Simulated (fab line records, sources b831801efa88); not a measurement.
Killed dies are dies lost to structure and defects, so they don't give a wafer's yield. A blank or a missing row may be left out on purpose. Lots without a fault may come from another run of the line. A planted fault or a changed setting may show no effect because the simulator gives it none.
Which tool did it? | flow gf180mcu | 11 lots, 33 wafers sampled, at 5 steps of a route of 602

WHAT THE GAUGES READ, wafer by wafer
GF_V3_RS_MEAS_24: measures by four-point-probe.
lot  | measured     | on            | V3_W_RS (ohm/sq)
L445 | day 22 12:38 | film_metro-01 | 0.329 0.323 0.337
L447 | day 23 12:22 | film_metro-02 | 0.317 0.327 0.329
L448 | day 23 22:46 | film_metro-01 | 0.319 0.320 0.318
L449 | day 24 03:56 | film_metro-02 | 0.322 0.329 0.320
L450 | day 24 17:03 | film_metro-02 | 0.323 0.332 0.324
L451 | day 25 13:26 | film_metro-02 | 0.318 0.320 0.324
L452 | day 25 14:22 | film_metro-04 | 0.326 0.329 0.318
L453 | day 25 15:07 | film_metro-01 | 0.322 0.326 0.320
L454 | day 26 05:59 | film_metro-04 | 0.317 0.329 0.325
L455 | day 26 13:20 | film_metro-04 | 0.330 0.319 0.319
L460 | day 27 21:11 | film_metro-02 | 0.327 0.322 0.256

WHICH TOOL RAN EACH LOT (tool, then ch and the chambers of the sampled wafers, then the start)
lot  | GF_M3_SPUTTER_03             | GF_M3_SPUTTER_04             | GF_V3_SPUTTER_22             | GF_V3_CVD_23
L445 | pvd_sputter-04, day 20 09:46 | pvd_sputter-04, day 20 09:47 | pvd_sputter-01, day 22 12:26 | cvd_w-01 ch 0,1, day 22 12:31
L447 | pvd_sputter-04, day 21 11:14 | pvd_sputter-04, day 21 11:16 | pvd_sputter-02, day 23 12:10 | cvd_w-01 ch 0,1, day 23 12:14
L448 | pvd_sputter-04, day 21 21:55 | pvd_sputter-04, day 21 21:58 | pvd_sputter-01, day 23 22:35 | cvd_w-01 ch 0, day 23 22:38
L449 | pvd_sputter-03, day 22 04:10 | pvd_sputter-03, day 22 04:11 | pvd_sputter-01, day 24 03:46 | cvd_w-02 ch 0,1, day 24 03:48
L450 | pvd_sputter-03, day 22 17:37 | pvd_sputter-03, day 22 17:38 | pvd_sputter-01, day 24 16:54 | cvd_w-02 ch 0,1, day 24 16:56
L451 | pvd_sputter-04, day 23 14:19 | pvd_sputter-04, day 23 14:20 | pvd_sputter-04, day 25 13:17 | cvd_w-02 ch 0,1, day 25 13:20
L452 | pvd_sputter-04, day 23 16:31 | pvd_sputter-04, day 23 16:32 | pvd_sputter-01, day 25 14:13 | cvd_w-01 ch 0,1, day 25 14:15
L453 | pvd_sputter-03, day 23 16:43 | pvd_sputter-03, day 23 16:44 | pvd_sputter-02, day 25 14:55 | cvd_w-02 ch 0,1, day 25 14:59
L454 | pvd_sputter-04, day 24 07:50 | pvd_sputter-04, day 24 07:51 | pvd_sputter-04, day 26 05:49 | cvd_w-02 ch 0,1, day 26 05:51
L455 | pvd_sputter-04, day 24 16:36 | pvd_sputter-04, day 24 16:37 | pvd_sputter-01, day 26 13:10 | cvd_w-02 ch 0,1, day 26 13:12
L460 | pvd_sputter-04, day 26 01:25 | pvd_sputter-04, day 26 01:26 | pvd_sputter-04, day 27 21:01 | cvd_w-02 ch 0,1, day 27 21:03
- GF_M3_SPUTTER_03: material Ti, target thk 10 nm, time 6.7 s.
- GF_M3_SPUTTER_04: material TiN, target thk 50 nm, time 41.7 s.
- GF_V3_SPUTTER_22: material TiN, target thk 10 nm, time 40 s.
- GF_V3_CVD_23: deposits W, target thk 350 nm, time 104.9 s.

THE ANSWER, worked out from the rows above alone
Rule: what is usual is taken from the lots themselves. Put in order of their means at a reading, lots are off if they are a third of the lots or fewer, leave a main group of 4 or more, and stand apart from it by a gap of 3 or more times the standard deviation of the main group's means; of several such gaps the widest counts. A main group whose means are all the same, to the digits that the tables above print for the reading, isn't used. A lot without any number at a reading at which 4 lots or more have one is off too. The other lots that the step has rows for count as sound.
Off: L460, at GF_V3_RS_MEAS_24 (V3_W_RS). The main group: mean 0.324 ohm/sq, standard deviation 0.0028.
A tool fits if, at a process step before that reading, it ran every lot that is off, and no sound lot after the first of them. The gauges at GF_V3_RS_MEAS_24 are tried like those tools. Can't be told from this: 3 tools fit, pvd_sputter-04 at GF_M3_SPUTTER_03 and GF_M3_SPUTTER_04 and GF_V3_SPUTTER_22, cvd_w-02 at GF_V3_CVD_23, film_metro-02 at GF_V3_RS_MEAS_24.

WHAT THE SIMULATOR HAD PUT IN
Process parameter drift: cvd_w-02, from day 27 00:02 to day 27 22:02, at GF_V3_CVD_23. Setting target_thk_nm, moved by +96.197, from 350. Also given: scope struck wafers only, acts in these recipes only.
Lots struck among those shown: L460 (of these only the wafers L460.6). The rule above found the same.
